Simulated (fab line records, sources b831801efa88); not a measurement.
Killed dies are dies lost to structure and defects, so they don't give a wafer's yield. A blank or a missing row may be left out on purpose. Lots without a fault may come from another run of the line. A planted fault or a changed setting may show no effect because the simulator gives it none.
One fault seen from 2 desks | flow sky130 | each desk has only its own numbers; what lay behind them comes last

THE TOOL OWNER'S DESK: implanter-03
The tool's own readings at SKY_NWELL_IMPLANT_24: means of the sampled wafers that have a number, for each lot that ran on this tool. A lot is out of limits, marked OUT, if its mean lies more than 4 standard deviations from the usual mean; the brackets give that distance.
Columns: A = dose_ions_cm2 at SKY_NWELL_IMPLANT_24, usual 9.201e+12; B = end_station_pressure_torr at SKY_NWELL_IMPLANT_24, usual 5.07e-06 Torr
lot  | first seen here | A                   | B
L895 | day 6 08:08     | 9.539e+12 (+34) OUT | 4.81e-06
L896 | day 6 14:03     | 9.533e+12 (+33) OUT | 4.92e-06
L911 | day 10 09:41    | 9.208e+12           | 5.00e-06
L912 | day 10 14:07    | 9.195e+12           | 5.09e-06
L913 | day 10 22:11    | 9.185e+12           | 4.98e-06
L914 | day 11 04:58    | 9.192e+12           | 5.15e-06
This desk's finding: out of limits on L895, L896; first on L895, day 6 08:08 (dose_ions_cm2 at SKY_NWELL_IMPLANT_24). In limits: L911, L912, L913, L914.

THE METROLOGY DESK
What the gauges read, lot by lot, whatever tool the lot ran on: means of the sampled wafers that have a number. A lot is out of limits, marked OUT, if its mean lies more than 4 standard deviations from the usual mean; the brackets give that distance.
Columns: A = POLY_GATE_OVL at SKY_POLY_GATE_OVL_MEAS_14, usual 4 nm; B = CONTACT_HDPCVD_THK at SKY_CONTACT_THK_MEAS_03, usual 566 nm; C = CONTACT_W_RS at SKY_CONTACT_RS_MEAS_25, usual 0.340 ohm/sq
lot  | first seen here | A  | B   | C
L891 | day 16 12:41    | 9  | 569 | 0.340
L895 | day 17 16:24    | 4  | 562 | 0.341
L896 | day 18 03:29    | 9  | 560 | 0.339
L904 | day 21 06:24    | 11 | 568 | 0.337
L905 | day 21 15:42    | 3  | 575 | 0.340
L906 | day 21 16:50    | 6  | 575 | 0.333
L907 | day 22 04:33    | 3  | 575 | 0.339
L908 | day 22 13:48    | 6  | 559 | 0.337
L909 | day 23 05:59    | 7  | 562 | 0.338
L910 | day 23 08:03    | 3  | 564 | 0.340
L911 | day 23 15:51    | 11 | 563 | 0.335
L912 | day 23 20:53    | 11 | 561 | 0.338
L913 | day 24 06:00    | 0  | 565 | 0.338
L914 | day 24 17:29    | -3 | 567 | 0.337
This desk's finding: nothing out of limits on any of the 14 lots.

PUT TOGETHER
The tool owner's desk could have raised an alarm at day 6 08:08, on L895, L896.
The metrology desk saw nothing out of limits.
The metrology desk has L895, L896 on record, within its limits.
Of the lots named, all ran SKY_NWELL_IMPLANT_24 on implanter-03.

WHAT THE SIMULATOR HAD PUT IN
Process parameter drift: implanter-03, from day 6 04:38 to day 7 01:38, at SKY_NWELL_IMPLANT_24. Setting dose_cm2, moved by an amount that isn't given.
Lots struck among those shown: L895, L896.
Hours from the fault's start to each desk's first reading out of limits: the tool owner's desk, 4.
